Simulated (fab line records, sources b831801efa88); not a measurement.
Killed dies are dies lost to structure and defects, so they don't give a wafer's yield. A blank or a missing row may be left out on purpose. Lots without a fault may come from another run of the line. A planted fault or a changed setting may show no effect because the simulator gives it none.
fab line records | flow gf180mcu
record lots=5 wafers=15 last_day=34
route steps=602 shown V1@345 M2@362
lots that met no fault: from a run of the same line without faults
start_h: hours from the record's first day to the start of the lot's first wafer shown | wait_h: hours since the lot's step before | " the same as in the row above | L1.1+2: a row that stands for several wafers | - no value, or no start given | * or withheld: withheld | < > ~ a bound
route shown NAME@n: a module of which the file shows steps, and the number in the route of the first | usual: mean/standard deviation of fault-free wafers | same: alike in all rows | chamber/n: place in a boat | sites: the reading at each site | _std_site: their standard deviation | _edge_site: outer sites' mean less inner sites' | radius_mm: how far each site lies from the wafer's centre | mask NAME#n: copy n | behind: the tool/chamber that last shaped the wafer | hold: why the lot was held/for how many hours/how that ended | device: the transistor (n, p or np) that didn't switch | end of line: the same wafers' tests at the end of the route | a step without rows: its recipe alone | killed: dies lost to structure and defects at the first sort, not the wafer's yield | map: a wafer's dies, x killed, . not, _ none there
set.NAME: the setting as run; set.NAME@STEP: as run at that earlier step | model.NAME: the simulator's own value behind a step, which no gauge read
lots at some steps of the route; a table a step, a row a wafer
services: from which hour (start_h, from the record's first day; less than 0 if before it) a tool's chamber was out of use, for how many hours, and why
## steps
# step GF_V1_SOFTBAKE_10
# recipe temp_c=130 time_s=60 resist=KrF
# usual heater_power_total_W=93.06/0.055
# columns lot.wafer tool chamber start_h wait_h heater_power_total_W
L086.2 litho_track-01 0 - - 93.22
L086.3 " 0 " " 93.08
L086.4 " 0 " " 93.04
L088.1 litho_track-03 0 - - 93.17
L088.5 " 0 " " 93.02
L088.6 " 0 " " 93.09
L089.1 litho_track-03 0 - - 93.01
L089.5 " 0 " " 93.07
L089.6 " 0 " " 93.03
L093.2 litho_track-03 0 - - 93.11
L093.3 " 0 " " 93.08
L093.5 " 0 " " 93.04
L097.1 litho_track-01 0 - - 93.06
L097.3 " 0 " " 93.16
L097.5 " 0 " " 93.01
# step GF_V1_EXPOSE_11
# recipe mask_id=Via1 target_cd_nm=260 na=0.68 source_shape=conventional sigma_outer=0.6 dose_mj=38
# usual exposure_dose_mJ_cm2=38.00/0.038
# columns lot.wafer tool chamber start_h wait_h mask exposure_dose_mJ_cm2
L086.2 krf_scanner-01 0 - - Via1#0 38.03
L086.3 " 0 " " Via1#0 38.05
L086.4 " 0 " " Via1#0 37.97
L088.1 krf_scanner-02 0 - - Via1#0 38.02
L088.5 " 0 " " Via1#0 37.96
L088.6 " 0 " " Via1#0 37.96
L089.1 krf_scanner-02 0 - - Via1#0 37.95
L089.5 " 0 " " Via1#0 37.99
L089.6 " 0 " " Via1#0 37.95
L093.2 krf_scanner-01 0 - - Via1#0 38.04
L093.3 " 0 " " Via1#0 38.00
L093.5 " 0 " " Via1#0 37.96
L097.1 krf_scanner-01 0 - - Via1#0 37.99
L097.3 " 0 " " Via1#0 37.99
L097.5 " 0 " " Via1#0 37.96
# step GF_V1_PEB_12
# recipe peb_temp_c=135 peb_time_s=90 resist=KrF
# usual heater_power_total_W=85.69/0.078
# columns lot.wafer tool chamber start_h wait_h heater_power_total_W
L086.2 litho_track-01 0 - - 85.63
L086.3 " 0 " " 85.70
L086.4 " 0 " " 85.57
L088.1 litho_track-02 0 - - 85.71
L088.5 " 0 " " 85.65
L088.6 " 0 " " 85.73
L089.1 litho_track-02 0 - - 85.63
L089.5 " 0 " " 85.70
L089.6 " 0 " " 85.77
L093.2 litho_track-02 0 - - 85.68
L093.3 " 0 " " 85.59
L093.5 " 0 " " 85.61
L097.1 litho_track-03 0 - - 85.78
L097.3 " 0 " " 85.65
L097.5 " 0 " " 85.59
# step GF_V1_DEVELOP_13
# recipe develop_time_s=60 resist=KrF dev_temp_c=21
# columns lot.wafer tool chamber start_h wait_h
L086.2+3+4 litho_track-01 0 519.79 0.2
L088.1+5+6 litho_track-02 0 537.75 0.2
L089.1+5+6 litho_track-02 0 546.45 0.2
L093.2+3+5 litho_track-02 0 572.72 0.2
L097.1+3+5 litho_track-03 0 601.69 0.2
# step GF_V1_CD_MEAS_14
# recipe target_cd_nm=260
# usual cd_nm=259.7/1.3
# columns lot.wafer tool chamber start_h wait_h cd_nm
L086.2 cd_sem-01 - 519.93 0.1 257.9
L086.3 " - " " 258.9
L086.4 " - " " 258.9
L088.1 cd_sem-02 - 537.90 0.1 256.4
L088.5 " - " " 258.7
L088.6 " - " " 257.2
L089.1 cd_sem-01 - 546.60 0.1 260.7
L089.5 " - " " 261.6
L089.6 " - " " 260.2
L093.2 cd_sem-01 - 572.87 0.1 259.5
L093.3 " - " " 260.6
L093.5 " - " " 259.6
L097.1 cd_sem-01 - 601.84 0.1 259.9
L097.3 " - " " 259.6
L097.5 " - " " 259.4
# step GF_V1_OVL_MEAS_15
# usual V1_OVL=-5/5.2
# columns lot.wafer tool chamber start_h wait_h V1_OVL[nm]
L086.2 overlay-01 - 520.04 0.1 8
L086.3 " - " " -4
L086.4 " - " " -1
L088.1 overlay-02 - 538.02 0.1 -3
L088.5 " - " " -10
L088.6 " - " " -9
L089.1 overlay-01 - 546.72 0.1 -10
L089.5 " - " " -5
L089.6 " - " " -8
L093.2 overlay-02 - 572.97 0.1 5
L093.3 " - " " 0
L093.5 " - " " -2
L097.1 overlay-01 - 601.96 0.1 -7
L097.3 " - " " -7
L097.5 " - " " -4
# step GF_V1_ETCH_16
# recipe chemistry=N2/H2 target_depth_a=withheld overetch_a=withheld time_s=withheld target=BARC ion_energy_ev=200 source_w=500 bias_w=100 pressure_mtorr=30 n2_flow_sccm=100 h2_flow_sccm=200
# usual drypump_motor_current_A=5.8/0.52 oes_product_au=0.854/0.0045 throttle_valve_pct=13.223/0.0089
# columns lot.wafer tool chamber start_h wait_h drypump_motor_current_A oes_product_au throttle_valve_pct
L086.2 rie_diel-02 3 520.07 0.0 5.9 0.846 13.236
L086.3 " 1 " " 5.8 0.853 13.226
L086.4 " 2 " " 5.1 0.852 13.217
L088.1 rie_diel-03 2 538.05 0.0 5.3 0.854 13.224
L088.5 " 3 " " 6.8 0.861 13.218
L088.6 " 0 " " 6.5 0.859 13.219
L089.1 rie_diel-02 1 546.75 0.0 5.8 0.844 13.216
L089.5 " 1 " " 5.9 0.849 13.236
L089.6 " 2 " " 5.1 0.849 13.227
L093.2 rie_diel-02 3 573.00 0.0 5.9 0.857 13.220
L093.3 " 1 " " 5.8 0.853 13.231
L093.5 " 3 " " 5.9 0.855 13.219
L097.1 rie_diel-04 1 602.00 0.0 5.1 0.860 13.226
L097.3 " 2 " " 5.8 0.848 13.215
L097.5 " 1 " " 5.1 0.842 13.219
# step GF_V1_ETCH_17
# recipe chemistry=C4F8/O2/Ar mask_material=KrF target=SiO2 stop_on=TiN source_w=1500 bias_w=1200 pressure_mtorr=40 c4f8_flow_sccm=withheld O2_flow_sccm=6 Ar_flow_sccm=300 time_s=withheld target_depth_a=6300
# usual oes_product_au=0.856/0.0044
# columns lot.wafer tool chamber start_h wait_h oes_product_au
L086.2 rie_diel-02 3 - - 0.853
L086.3 " 1 " " 0.859
L086.4 " 2 " " 0.858
L088.1 rie_diel-03 2 - - 0.855
L088.5 " 3 " " 0.850
L088.6 " 0 " " 0.854
L089.1 rie_diel-02 1 - - 0.868
L089.5 " 1 " " 0.855
L089.6 " 2 " " 0.856
L093.2 rie_diel-02 3 - - 0.865
L093.3 " 1 " " 0.860
L093.5 " 3 " " 0.859
L097.1 rie_diel-04 1 - - 0.857
L097.3 " 2 " " 0.856
L097.5 " 1 " " 0.854
# step GF_V1_STRIP_18
# recipe chemistry=O2/N2 power_w=1400 pressure_mtorr=1500 platen_temp_c=250 o2_flow_sccm=3000 n2_flow_sccm=300 overash_fraction=0.5
# usual drypump_motor_current_A=5.3/0.61 heater_power_w=331/30 oes_product_au=0.591/0.0048
# columns lot.wafer tool chamber start_h wait_h drypump_motor_current_A heater_power_w oes_product_au rf_hours_counter_h
L086.2 plasma_asher-04 1 520.20 - 5.2 357 0.587 72
L086.3 " 1 " " 5.3 358 0.591 -
L086.4 " 0 " " 4.8 284 0.594 -
L088.1 plasma_asher-03 0 538.18 - 4.7 336 0.592 41
L088.5 " 1 " " 6.1 331 0.588 -
L088.6 " 0 " " 4.7 336 0.590 -
L089.1 plasma_asher-03 0 546.88 - 4.7 340 0.584 42
L089.5 " 1 " " 6.1 343 0.586 -
L089.6 " 0 " " 4.7 345 0.597 -
L093.2 plasma_asher-04 0 573.13 - 4.8 275 0.588 78
L093.3 " 1 " " 5.2 353 0.590 -
L093.5 " 0 " " 4.8 286 0.595 -
L097.1 plasma_asher-03 1 602.13 - 6.1 338 0.590 48
L097.3 " 1 " " 6.1 328 0.592 -
L097.5 " 0 " " 4.7 336 0.594 -
# step GF_V1_STRIP_19
# recipe chemistry=post_etch_residue_remover time_s=1200 temp_c=72.5
# columns lot.wafer tool chamber start_h wait_h
L086.2+3+4 wet_bench-03 0 520.30 0.1
L088.1+5+6 wet_bench-04 1 538.28 0.1
L089.1+5+6 wet_bench-03 1 546.98 0.1
L093.2+3+5 wet_bench-03 0 573.23 0.1
L097.1+3+5 wet_bench-03 2 602.23 0.1
# step GF_V1_CLEAN_20
# recipe chemistry=DIW dry=n2_spin
# columns lot.wafer tool chamber start_h wait_h
L086.2+3+4 wet_bench-01 3 520.98 0.0
L088.1+5+6 wet_bench-03 3 538.62 0.0
L089.1+5+6 wet_bench-04 2 547.32 0.0
L093.2+3+5 wet_bench-04 2 573.57 0.0
L097.1+3+5 wet_bench-04 3 602.57 0.0
# step GF_V1_SPUTTER_21
# recipe material=Ti target_thk_nm=15 chamber_pressure_pa=5 power_w=2500 substrate_temp_c=200 time_s=80.02
# usual chamber_pressure_pa=4.998/0.0095 throttle_valve_pct=30.3/1.1
# columns lot.wafer tool chamber start_h wait_h chamber_pressure_pa throttle_valve_pct
L086.2 pvd_sputter-01 - 521.07 0.0 4.988 30.7
L086.3 " - " " 5.001 32.3
L086.4 " - " " 5.009 31.3
L088.1 pvd_sputter-04 - 538.71 0.0 5.001 30.5
L088.5 " - " " 5.012 30.4
L088.6 " - " " 4.997 29.7
L089.1 pvd_sputter-01 - 547.41 0.0 5.007 30.8
L089.5 " - " " 5.007 32.0
L089.6 " - " " 4.999 31.0
L093.2 pvd_sputter-04 - 573.66 0.0 5.000 30.3
L093.3 " - " " 5.001 29.0
L093.5 " - " " 4.989 28.8
L097.1 pvd_sputter-01 - 602.66 0.0 4.986 31.0
L097.3 " - " " 4.987 31.1
L097.5 " - " " 5.004 31.2
# step GF_V1_SPUTTER_22
# recipe material=TiN target_thk_nm=10 chamber_pressure_pa=5 power_w=4000 time_s=40
# usual chamber_pressure_pa=5.000/0.0095 throttle_valve_pct=30.3/1
# columns lot.wafer tool chamber start_h wait_h chamber_pressure_pa throttle_valve_pct
L086.2 pvd_sputter-01 - 521.14 0.0 5.003 30.6
L086.3 " - " " 5.014 31.9
L086.4 " - " " 4.987 31.0
L088.1 pvd_sputter-04 - 538.78 0.0 5.002 30.6
L088.5 " - " " 5.007 30.4
L088.6 " - " " 4.999 29.8
L089.1 pvd_sputter-01 - 547.48 0.0 4.988 31.1
L089.5 " - " " 4.996 31.7
L089.6 " - " " 5.000 30.8
L093.2 pvd_sputter-04 - 573.72 0.0 4.985 30.5
L093.3 " - " " 5.009 29.0
L093.5 " - " " 4.989 29.0
L097.1 pvd_sputter-01 - 602.72 0.0 5.008 30.6
L097.3 " - " " 5.001 31.2
L097.5 " - " " 4.996 30.7
# step GF_V1_CVD_23
# recipe material=W target_thk_nm=350 time_s=105.05 temp_c=400 pressure_torr=40
# usual heater_power_w=742/56
# columns lot.wafer tool chamber start_h wait_h heater_power_w
L086.2 cvd_w-01 0 521.17 0.0 768
L086.3 " 0 " " 807
L086.4 " 1 " " 666
L088.1 cvd_w-01 0 538.81 0.0 763
L088.5 " 1 " " 678
L088.6 " 0 " " 769
L089.1 cvd_w-02 0 547.51 0.0 805
L089.5 " 0 " " 815
L089.6 " 1 " " 700
L093.2 cvd_w-01 1 573.76 0.0 671
L093.3 " 1 " " 673
L093.5 " 1 " " 671
L097.1 cvd_w-01 1 602.76 0.0 672
L097.3 " 0 " " 756
L097.5 " 0 " " 779
# step GF_V1_RS_MEAS_24
# recipe thk_meas_gauge=four-point-probe reads=W_of_V1_CVD_23+TiN_of_V1_SPUTTER_22+Ti_of_V1_SPUTTER_21
# usual V1_W_RS=0.329/0.0033
# columns lot.wafer tool chamber start_h wait_h V1_W_RS[ohm/sq]
L086.2 film_metro-02 - 521.31 0.1 0.332
L086.3 " - " " 0.333
L086.4 " - " " 0.333
L088.1 film_metro-02 - 538.93 0.1 0.330
L088.5 " - " " 0.330
L088.6 " - " " 0.330
L089.1 film_metro-02 - 547.63 0.1 0.329
L089.5 " - " " 0.323
L089.6 " - " " 0.331
L093.2 film_metro-02 - 573.90 0.1 0.330
L093.3 " - " " 0.328
L093.5 " - " " 0.327
L097.1 film_metro-04 - 602.87 0.1 0.319
L097.3 " - " " 0.322
L097.5 " - " " 0.323
# step GF_V1_THK_MEAS_25
# recipe thk_meas_gauge=xrf reads=W_of_V1_CVD_23
# usual V1_W_THK=357/4.6
# columns lot.wafer tool chamber start_h wait_h V1_W_THK[nm]
L086.2 film_metro-02 - 521.42 0.1 357
L086.3 " - " " 358
L086.4 " - " " 357
L088.1 film_metro-02 - 539.05 0.1 359
L088.5 " - " " 361
L088.6 " - " " 360
L089.1 film_metro-02 - 547.75 0.1 362
L089.5 " - " " 370
L089.6 " - " " 359
L093.2 film_metro-02 - 574.01 0.1 359
L093.3 " - " " 362
L093.5 " - " " 364
L097.1 film_metro-04 - 602.99 0.1 362
L097.3 " - " " 360
L097.5 " - " " 361
# step GF_V1_CMP_26
# recipe stop_on=SiO2 down_force_psi=3.5 platen_rpm=60 t_overpolish_s=15 target_thk_nm=0 pad_velocity_m_s=0.94248
# usual motor_current_A=10.9/0.62 overpolish_run_s=14.999/0.0098 time_to_endpoint_s=86/3.3
# columns lot.wafer tool chamber start_h wait_h motor_current_A overpolish_run_s time_to_endpoint_s
L086.3 cmp-01 2 521.53 0.1 10.5 14.997 81
L086.4 " 3 " " 10.9 14.999 87
L086.2 " 0 " " 11.6 15.011 88
L088.1 cmp-01 3 539.16 0.1 10.4 14.984 84
L088.6 " 2 " " 11.0 14.985 86
L088.5 " 3 " " 11.0 15.007 85
L089.1 cmp-02 1 547.81 0.1 10.8 14.994 88
L089.6 " 1 " " 10.8 14.986 87
L089.5 " 2 " " 10.1 14.998 90
L093.3 cmp-01 2 574.16 0.1 10.5 15.001 83
L093.2 " 3 " " 10.4 14.988 82
L093.5 " 0 " " 11.6 15.000 86
L097.3 cmp-01 0 603.15 0.1 11.9 15.003 90
L097.1 " 1 " " 11.0 14.999 89
L097.5 " 3 " " 10.8 14.978 86
# step GF_M2_SPUTTER_00
# recipe material=Ti target_thk_nm=37.5 arriving_ion_energy_ev=80 substrate_temp_c=200 chamber_pressure_pa=2 power_w=4000 time_s=150
# usual chamber_pressure_pa=2.000/0.0041 throttle_valve_pct=29.3/0.81
# columns lot.wafer tool chamber start_h wait_h chamber_pressure_pa throttle_valve_pct
L086.2 pvd_sputter-02 - 521.78 0.1 2.004 30.3
L086.3 " - " " 2.000 28.3
L086.4 " - " " 2.000 30.2
L088.1 pvd_sputter-03 - 539.41 0.2 1.995 28.0
L088.5 " - " " 1.995 28.2
L088.6 " - " " 2.011 28.8
L089.1 pvd_sputter-04 - 548.11 0.2 2.002 29.4
L089.5 " - " " 1.997 29.7
L089.6 " - " " 2.002 29.1
L093.2 pvd_sputter-03 - 574.36 0.1 2.002 31.0
L093.3 " - " " 2.006 28.2
L093.5 " - " " 2.001 29.1
L097.1 pvd_sputter-04 - 603.35 0.1 2.001 30.1
L097.3 " - " " 2.000 29.6
L097.5 " - " " 1.999 29.2
# step GF_M2_SPUTTER_01
# recipe material=TiN target_thk_nm=30 power_w=6500 time_s=25 chamber_pressure_pa=0.4
# usual chamber_pressure_pa=0.4000/0.00079 throttle_valve_pct=29.3/0.83
# columns lot.wafer tool chamber start_h wait_h chamber_pressure_pa throttle_valve_pct
L086.2 pvd_sputter-02 - 521.88 0.1 0.4005 30.6
L086.3 " - " " 0.3998 28.8
L086.4 " - " " 0.4018 29.8
L088.1 pvd_sputter-03 - 539.51 0.1 0.4004 28.1
L088.5 " - " " 0.4006 28.1
L088.6 " - " " 0.4001 28.8
L089.1 pvd_sputter-04 - 548.21 0.1 0.3990 29.7
L089.5 " - " " 0.3987 29.7
L089.6 " - " " 0.4008 29.1
L093.2 pvd_sputter-03 - 574.46 0.1 0.4008 31.0
L093.3 " - " " 0.4010 28.1
L093.5 " - " " 0.4007 28.8
L097.1 pvd_sputter-04 - 603.45 0.1 0.3999 30.6
L097.3 " - " " 0.3990 29.3
L097.5 " - " " 0.3996 29.3
# step GF_M2_SPUTTER_02
# recipe material=AlCu target_thk_nm=450 power_w=10600 time_s=23.9 chamber_pressure_pa=0.4
# usual chamber_pressure_pa=0.4000/0.00086 throttle_valve_pct=29.3/0.82
# columns lot.wafer tool chamber start_h wait_h chamber_pressure_pa throttle_valve_pct
L086.2 pvd_sputter-02 - 521.91 0.0 0.4001 30.2
L086.3 " - " " 0.4001 28.7
L086.4 " - " " 0.4029 29.8
L088.1 pvd_sputter-03 - 539.54 0.0 0.3994 28.3
L088.5 " - " " 0.3989 28.4
L088.6 " - " " 0.4010 29.0
L089.1 pvd_sputter-04 - 548.24 0.0 0.3998 29.5
L089.5 " - " " 0.3985 29.6
L089.6 " - " " 0.3992 28.9
L093.2 pvd_sputter-03 - 574.49 0.0 0.4004 30.8
L093.3 " - " " 0.4002 28.0
L093.5 " - " " 0.3988 29.1
L097.1 pvd_sputter-04 - 603.48 0.0 0.3998 30.2
L097.3 " - " " 0.4002 29.6
L097.5 " - " " 0.4006 29.6
# step GF_M2_SPUTTER_03
# recipe material=Ti target_thk_nm=10 substrate_temp_c=300 chamber_pressure_pa=0.3 power_w=3000 time_s=6.7
# usual chamber_pressure_pa=0.3000/0.0006 throttle_valve_pct=29.3/0.83
# columns lot.wafer tool chamber start_h wait_h chamber_pressure_pa throttle_valve_pct
L086.2 pvd_sputter-02 - 521.94 0.0 0.3000 30.2
L086.3 " - " " 0.2997 28.5
L086.4 " - " " 0.3010 30.0
L088.1 pvd_sputter-03 - 539.57 0.0 0.3001 28.1
L088.5 " - " " 0.3000 28.4
L088.6 " - " " 0.2996 28.9
L089.1 pvd_sputter-04 - 548.27 0.0 0.3001 29.5
L089.5 " - " " 0.3001 29.7
L089.6 " - " " 0.3011 28.9
L093.2 pvd_sputter-03 - 574.52 0.0 0.2995 30.6
L093.3 " - " " 0.3013 28.1
L093.5 " - " " 0.3004 29.0
L097.1 pvd_sputter-04 - 603.51 0.0 0.3004 30.8
L097.3 " - " " 0.3008 29.8
L097.5 " - " " 0.3001 29.6
# step GF_M2_SPUTTER_04
# recipe material=TiN target_thk_nm=50 power_w=6500 time_s=41.7 chamber_pressure_pa=0.4
# usual chamber_pressure_pa=0.3999/0.00083 throttle_valve_pct=29.3/0.81
# columns lot.wafer tool chamber start_h wait_h chamber_pressure_pa throttle_valve_pct
L086.2 pvd_sputter-02 - 521.96 0.0 0.4004 30.3
L086.3 " - " " 0.4004 28.6
L086.4 " - " " 0.4004 30.1
L088.1 pvd_sputter-03 - 539.59 0.0 0.3982 28.1
L088.5 " - " " 0.3995 27.8
L088.6 " - " " 0.3990 29.2
L089.1 pvd_sputter-04 - 548.29 0.0 0.3991 29.2
L089.5 " - " " 0.3990 29.6
L089.6 " - " " 0.3989 28.6
L093.2 pvd_sputter-03 - 574.54 0.0 0.3986 30.8
L093.3 " - " " 0.4005 28.4
L093.5 " - " " 0.4002 28.8
L097.1 pvd_sputter-04 - 603.53 0.0 0.3996 30.2
L097.3 " - " " 0.3996 29.5
L097.5 " - " " 0.4004 29.7
# step GF_M2_RS_MEAS_05
# recipe thk_meas_gauge=four-point-probe reads=TiN_of_M2_SPUTTER_04+Ti_of_M2_SPUTTER_03+AlCu_of_M2_SPUTTER_02+TiN_of_M2_SPUTTER_01+Ti_of_M2_SPUTTER_00
# usual M2_ALCU_RS=0.0696/0.0007
# columns lot.wafer tool chamber start_h wait_h M2_ALCU_RS[ohm/sq]
L086.2 film_metro-03 - 522.02 0.0 0.0697
L086.3 " - " " 0.0694
L086.4 " - " " 0.0692
L088.1 film_metro-01 - 539.63 0.0 0.0685
L088.5 " - " " 0.0684
L088.6 " - " " 0.0691
L089.1 film_metro-01 - 548.33 0.0 0.0704
L089.5 " - " " 0.0693
L089.6 " - " " 0.0703
L093.2 film_metro-03 - 574.60 0.0 0.0686
L093.3 " - " " 0.0688
L093.5 " - " " 0.0695
L097.1 film_metro-03 - 603.57 0.0 0.0703
L097.3 " - " " 0.0689
L097.5 " - " " 0.0689
# step GF_M2_THK_MEAS_06
# recipe thk_meas_gauge=xrf reads=AlCu_of_M2_SPUTTER_02
# usual M2_ALCU_THK=450/4.9
# columns lot.wafer tool chamber start_h wait_h M2_ALCU_THK[nm]
L086.2 film_metro-03 - 522.13 0.1 449
L086.3 " - " " 454
L086.4 " - " " 454
L088.1 film_metro-01 - 539.75 0.1 457
L088.5 " - " " 460
L088.6 " - " " 454
L089.1 film_metro-01 - 548.45 0.1 447
L089.5 " - " " 453
L089.6 " - " " 445
L093.2 film_metro-03 - 574.71 0.1 452
L093.3 " - " " 451
L093.5 " - " " 447
L097.1 film_metro-03 - 603.69 0.1 443
L097.3 " - " " 453
L097.5 " - " " 452
# step GF_M2_DEHYDRATE_07
# recipe temp_c=200 time_s=60
# usual heater_power_total_W=160.38/0.11
# columns lot.wafer tool chamber start_h wait_h heater_power_total_W
L086.2 litho_track-03 0 532.72 10.6 160.58
L086.3 " 0 " " 160.39
L086.4 " 0 " " 160.34
L088.1 litho_track-03 0 550.04 10.3 160.35
L088.5 " 0 " " 160.53
L088.6 " 0 " " 160.27
L089.1 litho_track-04 0 558.97 10.5 160.54
L089.5 " 0 " " 160.25
L089.6 " 0 " " 160.34
L093.2 litho_track-02 0 584.57 9.9 160.32
L093.3 " 0 " " 160.59
L093.5 " 0 " " 160.50
L097.1 litho_track-02 0 613.54 9.8 160.38
L097.3 " 0 " " 160.55
L097.5 " 0 " " 160.48
# step GF_M2_HMDS_08
# recipe prime_time_s=60 prime_temp_c=120
# columns lot.wafer tool chamber start_h wait_h
L086.2+3+4 litho_track-03 0 532.87 0.1
L088.1+5+6 litho_track-03 0 550.19 0.1
L089.1+5+6 litho_track-04 0 559.12 0.1
L093.2+3+5 litho_track-02 0 584.72 0.1
L097.1+3+5 litho_track-02 0 613.69 0.1
# step GF_M2_COAT_09
# recipe resist=KrF spin_rpm=withheld resist_thk_nm=1000
# columns lot.wafer tool chamber start_h wait_h
L086.2+3+4 litho_track-03 0 533.02 0.1
L088.1+5+6 litho_track-03 0 550.34 0.1
L089.1+5+6 litho_track-04 0 559.27 0.1
L093.2+3+5 litho_track-02 0 584.87 0.1
L097.1+3+5 litho_track-02 0 613.84 0.1
# step GF_M2_SOFTBAKE_10
# recipe temp_c=130 time_s=60 resist=KrF
# usual heater_power_total_W=93.06/0.064
# columns lot.wafer tool chamber start_h wait_h heater_power_total_W
L086.2 litho_track-03 0 533.17 0.1 92.98
L086.3 " 0 " " 93.08
L086.4 " 0 " " 93.10
L088.1 litho_track-03 0 550.49 0.1 92.97
L088.5 " 0 " " 93.05
L088.6 " 0 " " 93.11
L089.1 litho_track-04 0 559.42 0.1 93.00
L089.5 " 0 " " 93.11
L089.6 " 0 " " 93.11
L093.2 litho_track-02 0 585.02 0.1 93.14
L093.3 " 0 " " 93.08
L093.5 " 0 " " 93.04
L097.1 litho_track-02 0 613.99 0.1 93.10
L097.3 " 0 " " 93.08
L097.5 " 0 " " 92.99
# step GF_M2_EXPOSE_11
# recipe mask_id=Metal2 target_cd_nm=280 na=0.68 source_shape=conventional sigma_outer=0.6 dose_mj=28
# usual exposure_dose_mJ_cm2=27.996/0.028
# columns lot.wafer tool chamber start_h wait_h mask exposure_dose_mJ_cm2
L086.2 krf_scanner-02 0 - - Metal2#0 27.973
L086.3 " 0 " " Metal2#0 27.951
L086.4 " 0 " " Metal2#0 28.036
L088.1 krf_scanner-02 0 - - Metal2#0 27.982
L088.5 " 0 " " Metal2#0 27.974
L088.6 " 0 " " Metal2#0 27.957
L089.1 krf_scanner-01 0 - - Metal2#0 27.975
L089.5 " 0 " " Metal2#0 27.978
L089.6 " 0 " " Metal2#0 27.998
L093.2 krf_scanner-01 0 - - Metal2#0 27.971
L093.3 " 0 " " Metal2#0 28.002
L093.5 " 0 " " Metal2#0 27.980
L097.1 krf_scanner-02 0 - - Metal2#0 28.010
L097.3 " 0 " " Metal2#0 27.995
L097.5 " 0 " " Metal2#0 28.008
# step GF_M2_PEB_12
# recipe peb_temp_c=135 peb_time_s=90 resist=KrF
# usual heater_power_total_W=85.71/0.079
# columns lot.wafer tool chamber start_h wait_h heater_power_total_W
L086.2 litho_track-02 0 - - 85.71
L086.3 " 0 " " 85.65
L086.4 " 0 " " 85.59
L088.1 litho_track-02 0 - - 85.64
L088.5 " 0 " " 85.54
L088.6 " 0 " " 85.53
L089.1 litho_track-02 0 - - 85.78
L089.5 " 0 " " 85.60
L089.6 " 0 " " 85.78
L093.2 litho_track-04 0 - - 85.61
L093.3 " 0 " " 85.73
L093.5 " 0 " " 85.81
L097.1 litho_track-02 0 - - 85.76
L097.3 " 0 " " 85.81
L097.5 " 0 " " 85.80
# step GF_M2_DEVELOP_13
# recipe develop_time_s=60 dev_temp_c=21
# columns lot.wafer tool chamber start_h wait_h
L086.2+3+4 litho_track-02 0 544.57 0.2
L088.1+5+6 litho_track-02 0 561.00 0.2
L089.1+5+6 litho_track-02 0 569.85 0.2
L093.2+3+5 litho_track-04 0 595.44 0.2
L097.1+3+5 litho_track-02 0 623.89 0.2
# step GF_M2_CD_MEAS_14
# recipe target_cd_nm=280
# usual cd_nm=279.9/1.2
# columns lot.wafer tool chamber start_h wait_h cd_nm
L086.2 cd_sem-02 - 544.72 0.1 280.0
L086.3 " - " " 279.2
L086.4 " - " " 279.1
L088.1 cd_sem-02 - 561.15 0.1 280.8
L088.5 " - " " 280.4
L088.6 " - " " 279.8
L089.1 cd_sem-02 - 570.00 0.1 278.6
L089.5 " - " " 277.1
L089.6 " - " " 278.1
L093.2 cd_sem-02 - 595.59 0.1 280.3
L093.3 " - " " 279.9
L093.5 " - " " 280.6
L097.1 cd_sem-02 - 624.04 0.1 280.8
L097.3 " - " " 280.0
L097.5 " - " " 280.2
# step GF_M2_OVL_MEAS_15
# usual M2_OVL=4/5.8
# columns lot.wafer tool chamber start_h wait_h M2_OVL[nm]
L086.2 overlay-01 - 544.82 0.1 1
L086.3 " - " " 12
L086.4 " - " " 5
L088.1 overlay-02 - 561.27 0.1 3
L088.5 " - " " 7
L088.6 " - " " 8
L089.1 overlay-02 - 570.12 0.1 5
L089.5 " - " " 7
L089.6 " - " " 2
L093.2 overlay-02 - 595.69 0.1 -2
L093.3 " - " " -2
L093.5 " - " " 4
L097.1 overlay-01 - 624.16 0.1 7
L097.3 " - " " 10
L097.5 " - " " 14
# step GF_M2_METAL_ETCH_16
# recipe chemistry=Cl2/BCl3 mask_material=KrF target_depth_nm=750.8 stop_on=SiO2 pressure_mtorr=8 icp_w=800 bias_w=140 Cl2_flow_sccm=80 bcl3_flow_sccm=40 time_s=125.1
# usual bcl3_flow_sccm=39.99/0.12 drypump_motor_current_A=5.7/0.46 oes_product_au=0.989/0.0055 throttle_valve_pct=28.231/0.011
# columns lot.wafer tool chamber start_h wait_h bcl3_flow_sccm drypump_motor_current_A oes_product_au rf_hours_counter_h throttle_valve_pct
L086.2 rie_metal-01 1 544.85 0.0 39.70 5.3 0.987 7 28.228
L086.3 " 1 " " 40.06 5.3 0.990 - 28.234
L086.4 " 0 " " 39.89 5.4 0.994 - 28.220
L088.1 rie_metal-02 0 561.30 0.0 39.94 6.2 0.994 14 28.230
L088.5 " 0 " " 39.91 6.3 0.993 - 28.228
L088.6 " 0 " " 39.85 6.2 0.993 - 28.231
L089.1 rie_metal-01 1 570.15 0.0 40.07 5.3 0.988 8 28.232
L089.5 " 0 " " 39.96 5.4 0.995 - 28.224
L089.6 " 1 " " 39.89 5.3 0.995 - 28.250
L093.2 rie_metal-04 1 595.72 0.0 39.94 5.0 0.989 3 28.236
L093.3 " 1 " " 39.92 5.0 0.987 - 28.224
L093.5 " 0 " " 40.12 5.4 0.986 - 28.236
L097.1 rie_metal-04 0 624.20 0.0 40.07 5.5 0.992 6 28.233
L097.3 " 0 " " 40.11 5.5 0.989 - 28.230
L097.5 " 1 " " 40.03 5.0 0.988 - 28.217
## services
# columns tool chamber start_h hours kind
rie_diel-03 2 487.96 10.2 repair
cvd_w-02 - 490.29 1.0 repair
krf_scanner-02 - 495.52 1.3 pm
pvd_sputter-03 - 498.31 9.0 repair
rie_diel-04 - 502.46 15.6 pm
rie_metal-04 - 505.00 2.8 pm
krf_scanner-01 - 506.25 0.3 repair
krf_scanner-01 - 512.37 4.4 pm
pvd_sputter-04 - 525.69 0.6 repair
krf_scanner-01 - 526.18 1.3 pm
krf_scanner-01 - 532.58 0.8 pm
pvd_sputter-03 - 543.99 0.9 repair
pvd_sputter-04 - 564.66 2.9 repair
krf_scanner-02 - 569.27 0.8 pm
krf_scanner-01 - 575.02 0.5 repair
krf_scanner-02 - 575.70 1.0 pm
pvd_sputter-03 - 582.79 2.5 repair
krf_scanner-01 - 587.95 1.0 pm
rie_diel-02 - 590.70 2.8 pm
pvd_sputter-02 - 592.74 3.1 repair
pvd_sputter-01 - 603.37 4.8 repair
rie_diel-03 - 607.73 76.0 repair
rie_diel-03 2 609.46 7.8 repair
krf_scanner-01 - 610.81 3.6 pm
## key
fault none
